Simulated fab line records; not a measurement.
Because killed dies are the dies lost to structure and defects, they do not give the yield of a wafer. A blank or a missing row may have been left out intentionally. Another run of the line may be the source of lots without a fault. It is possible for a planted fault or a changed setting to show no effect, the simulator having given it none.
Which of the tools did it? + flow sky130 + Sampling: 6 lots, 18 wafers, 3 of 708 route steps

WHAT THE GAUGES READ, wafer by wafer
SKY_NWELL_RS_MEAS_29: uses a four-point probe to measure.
| lot  | measured     | on           | NWELL_RS (ohm/sq)                   |
|------|--------------|--------------|-------------------------------------|
| L501 | day 6 01:20  | filmMetro-04 | 624.9 624.1 623.7                   |
| L503 | day 6 19:04  | filmMetro-01 | 624.7 625.2 626.6                   |
| L511 | day 8 14:33  | filmMetro-04 | 639.2 639.0 637.6 640.8 637.2 638.7 |
| L513 | day 8 22:05  | filmMetro-01 | 621.5 622.9 624.6                   |
| L516 | day 10 16:57 | filmMetro-01 | 625.8 624.4 625.8                   |
| L521 | day 11 09:43 | filmMetro-03 | 628.0 625.9 626.5                   |

WHAT TOOL EACH LOT RAN ON (gives the tool, then ch and the chambers of the sampled wafers, and finally the start)
| lot  | SKY_FIELD_ISO_CMP_27         | SKY_NWELL_IMPLANT_13            |
|------|------------------------------|---------------------------------|
| L501 | cmp-02 ch 1,2, day 3 01:05   | implanter-04 ch 0, day 5 06:27  |
| L503 | cmp-01 ch 0,1, day 3 14:25   | implanter-04 ch 0, day 5 23:58  |
| L511 | cmp-02 ch 1,2,3, day 5 05:44 | implanter-04 ch 0, day 7 17:39  |
| L513 | cmp-01 ch 0,2,3, day 5 15:27 | implanter-03 ch 0, day 8 00:36  |
| L516 | cmp-02 ch 0,1,3, day 6 23:29 | implanter-02 ch 0, day 9 18:02  |
| L521 | cmp-02 ch 0,2,3, day 7 14:44 | implanter-03 ch 0, day 10 09:42 |
- SKY_FIELD_ISO_CMP_27: polishes, stops on Si3N4, t overpolish 16 s, target thk 457.8 nm.
- SKY_NWELL_IMPLANT_13

THE ANSWER, worked out from the rows above alone
Rule: the usual values come from the lots themselves. Put in order of their means at a reading, lots are off if they are a third of the lots or fewer, leave a main group of 4 or more, and stand apart from it by a gap of 3 or more times the standard deviation of the main group's means; of several such gaps the widest counts. The tables above print the reading to a certain number of digits; a main group whose means all agree to those digits is not used. Also off: a lot with no number at a reading for which 4 or more lots have one. All remaining lots with rows at the step are treated as sound.
Off: L511, at SKY_NWELL_RS_MEAS_29 (NWELL_RS). The main group: mean 625.0 ohm/sq, standard deviation 1.3.
If a tool, at a process step before that reading, ran all the lots that are off and no sound lot after the first of them, it fits. The gauges at SKY_NWELL_RS_MEAS_29 are tried like those tools. 2 tools fit, implanter-04 at SKY_NWELL_IMPLANT_13 and filmMetro-04 at SKY_NWELL_RS_MEAS_29, so this cannot tell which one it is.

WHAT HAD BEEN PUT IN BY THE SIMULATOR
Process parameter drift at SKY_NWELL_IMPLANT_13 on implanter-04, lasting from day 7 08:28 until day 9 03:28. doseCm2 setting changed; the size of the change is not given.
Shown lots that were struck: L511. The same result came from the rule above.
